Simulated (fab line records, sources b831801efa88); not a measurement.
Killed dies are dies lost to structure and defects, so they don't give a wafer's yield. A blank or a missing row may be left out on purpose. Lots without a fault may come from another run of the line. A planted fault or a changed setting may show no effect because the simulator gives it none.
Which tool did it? | flow gf180mcu | 12 lots, 36 wafers sampled, at 4 steps of a route of 602

WHAT THE GAUGES READ, wafer by wafer
GF_M2_CD_MEAS_14: target cd 280 nm.
lot  | measured     | on        | cd_nm (nm)
L075 | day 19 19:33 | cd_sem-02 | 279.3 279.0 281.2
L077 | day 20 11:28 | cd_sem-02 | 280.5 280.3 280.6
L079 | day 21 03:56 | cd_sem-01 | 279.6 279.0 279.7
L081 | day 22 04:29 | cd_sem-02 | 279.6 278.2 278.9
L083 | day 22 14:20 | cd_sem-02 | 278.6 277.6 278.2
L085 | day 23 10:34 | cd_sem-01 | 281.3 280.6 279.3
L087 | day 24 02:44 | cd_sem-01 | 277.3 276.5 276.6
L089 | day 24 21:12 | cd_sem-01 | 279.8 278.5 279.2
L091 | day 25 07:20 | cd_sem-02 | 278.9 280.4 280.1
L093 | day 26 04:48 | cd_sem-01 | 281.4 281.2 281.3
L095 | day 26 14:10 | cd_sem-02 | 280.9 283.0 281.4
L097 | day 27 03:25 | cd_sem-02 | 279.3 278.1 277.5

WHICH TOOL RAN EACH LOT (tool, then ch and the chambers of the sampled wafers, then the start)
lot  | GF_M1_SPUTTER_02             | GF_M2_SPUTTER_01             | GF_M2_SPUTTER_03
L075 | pvd_sputter-02, day 16 17:32 | pvd_sputter-02, day 18 19:22 | pvd_sputter-02, day 18 19:25
L077 | pvd_sputter-01, day 17 08:15 | pvd_sputter-02, day 19 11:07 | pvd_sputter-02, day 19 11:11
L079 | pvd_sputter-02, day 17 23:37 | pvd_sputter-04, day 20 03:23 | pvd_sputter-04, day 20 03:26
L081 | pvd_sputter-03, day 19 01:17 | pvd_sputter-04, day 21 04:58 | pvd_sputter-04, day 21 05:01
L083 | pvd_sputter-01, day 19 11:28 | pvd_sputter-02, day 21 14:46 | pvd_sputter-02, day 21 14:50
L085 | pvd_sputter-01, day 20 08:21 | pvd_sputter-02, day 22 11:28 | pvd_sputter-02, day 22 11:31
L087 | pvd_sputter-03, day 21 01:54 | pvd_sputter-01, day 23 03:52 | pvd_sputter-01, day 23 03:55
L089 | pvd_sputter-02, day 21 21:44 | pvd_sputter-02, day 23 23:26 | pvd_sputter-02, day 23 23:29
L091 | pvd_sputter-01, day 22 09:24 | pvd_sputter-01, day 24 09:56 | pvd_sputter-01, day 24 09:59
L093 | pvd_sputter-02, day 23 07:44 | pvd_sputter-02, day 25 07:35 | pvd_sputter-02, day 25 07:38
L095 | pvd_sputter-02, day 23 18:10 | pvd_sputter-01, day 25 16:25 | pvd_sputter-01, day 25 16:28
L097 | pvd_sputter-02, day 24 07:42 | pvd_sputter-02, day 26 07:00 | pvd_sputter-02, day 26 07:04
- GF_M1_SPUTTER_02: material AlCu, target thk 450 nm, time 23.9 s.
- GF_M2_SPUTTER_01: material TiN, target thk 30 nm, time 25 s.
- GF_M2_SPUTTER_03: material Ti, target thk 10 nm, time 6.7 s.

THE ANSWER, worked out from the rows above alone
Rule: what is usual is taken from the lots themselves. Put in order of their means at a reading, lots are off if they are a third of the lots or fewer, leave a main group of 4 or more, and stand apart from it by a gap of 3 or more times the standard deviation of the main group's means; of several such gaps the widest counts. A main group whose means are all the same, to the digits that the tables above print for the reading, isn't used. A lot without any number at a reading at which 4 lots or more have one is off too. The other lots that the step has rows for count as sound.
No lot is off at any reading shown: from this, nothing can be told.

WHAT THE SIMULATOR HAD PUT IN
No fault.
